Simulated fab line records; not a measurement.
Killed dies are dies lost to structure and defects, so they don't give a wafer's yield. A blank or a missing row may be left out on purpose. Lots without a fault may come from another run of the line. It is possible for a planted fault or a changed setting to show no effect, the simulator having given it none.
A lot that was struck, set against a sound lot -- flow sky130 -- 16 steps out of a route of 708
Sound: wafers L428.1, L428.2, L428.6. Struck: wafer L423.6 (L423.1, L423.3, from the same lot, were not struck and are left out); the cause is given at the end.
Per side, at each step with rows, come the tool, then ch with its chambers, and then its first start. Under that, the readings that differ: sound wafers -- struck wafers -- difference of the means -- sigmas: that difference in standard deviations of wafers without a fault.
alike: same words and numbers on both sides, and readings whose means sit less than 2 such deviations apart. not compared: any withheld reading, any reading some wafer has no value for, any bound like >300 that may hide the same value, and any number with overlapping values for which the record gives no deviation.
A row with sigmas, a row that says differs or no value, or rows on one side alone: a step with any of these is where the two part. Non-overlapping numbers with no deviation appear without sigmas and do not part them. A reading that every wafer of one side lacks parts them only if that side has two wafers or more.

first, 1 step without rows for these wafers: SKY_LDD_N_IMPLANT_15.
SKY_LDD_N_STRIP_16: strips in O2/N2.
  sound on plasma_asher-02 ch 0,1, day 23 09:44; struck on plasma_asher-01 ch 0, day 21 07:36
  alike: drypump_motor_current_A, oes_product_au, strip_time_to_endpoint_s
  not compared: rf_hours_counter_h
SKY_LDD_N_TW_MEAS_17:
  sound on film_metro-03 at day 23 09:50; struck on film_metro-04 at day 21 07:42
reading,sound,struck,difference,sigmas
LDD_N_TW,2530 2519 2528,2610,+84,+3
then, 7 steps without rows for these wafers: SKY_LDD_P_DEHYDRATE_00 (time 60 s); SKY_LDD_P_HMDS_01 (prime time 60 s); SKY_LDD_P_COAT_02 (resist thk 1140 nm); SKY_LDD_P_SOFTBAKE_03 (time 60 s); SKY_LDD_P_EXPOSE_04 (exposes mask PSDM, target cd 380 nm); SKY_LDD_P_PEB_05; SKY_LDD_P_DEVELOP_06 (develop time 60 s).
SKY_LDD_P_CD_MEAS_07: target cd 380 nm.
  sound on cd_sem-02 at day 24 15:16; struck on cd_sem-02 at day 22 13:55
  alike: cd_nm
SKY_LDD_P_OVL_MEAS_08:
  sound on overlay-02 at day 24 15:23; struck on overlay-01 at day 22 14:02
  alike: LDD_P_OVL
SKY_LDD_P_IMPLANT_09:
  sound on implanter-03 ch 0, day 24 15:26; struck on implanter-02 ch 0, day 22 14:04
  alike: beam_on_s
SKY_LDD_P_STRIP_10: strips in O2/N2.
  sound on plasma_asher-04 ch 0,1, day 24 15:35; struck on plasma_asher-03 ch 1, day 22 14:13
  alike: drypump_motor_current_A, oes_product_au, strip_time_to_endpoint_s
  not compared: rf_hours_counter_h
SKY_LDD_P_TW_MEAS_11:
  sound on film_metro-02 at day 24 15:41; struck on film_metro-02 at day 22 14:32
reading,sound,struck,difference,sigmas
LDD_P_TW,644 640 645,618,-25,-5
  not compared: hold
-- here the record skips 26 days between the struck wafers' starts before and after, leaving off in module LDD_P and picking up in module PAD_OPEN (first step shown: number 708 of the route) --
SKY_PAD_OPEN_PROBE_99:
  sound on prober-01 at day 49 10:12; struck on prober-01 at day 48 03:53
reading,sound,struck,difference,sigmas
model.etest.tip_p.rs_ohm_sq,6927 6936 6946,8141,+1205,
model.etest.tip_p.rs_ohm_sq_range,72.35 263.2 192.8,1088,+912,
model.etest.tip_p.rs_ohm_sq_rim_less_centre,-1.357 100.5 90.62,-595.1,-658.4,
  alike: killed_at_M0_to_M3, killed_at_M4_up, killed_at_contacts, killed_at_front_end, killed_at_other, killed_dies, killed_open, killed_short

WHERE THEY PART
Last at SKY_LDD_P_TW_MEAS_11 as far as this record goes, first at SKY_LDD_N_TW_MEAS_17. Later steps at which nothing parts them and some readings are alike: SKY_PAD_OPEN_PROBE_99.

WHY: what the simulator had put in
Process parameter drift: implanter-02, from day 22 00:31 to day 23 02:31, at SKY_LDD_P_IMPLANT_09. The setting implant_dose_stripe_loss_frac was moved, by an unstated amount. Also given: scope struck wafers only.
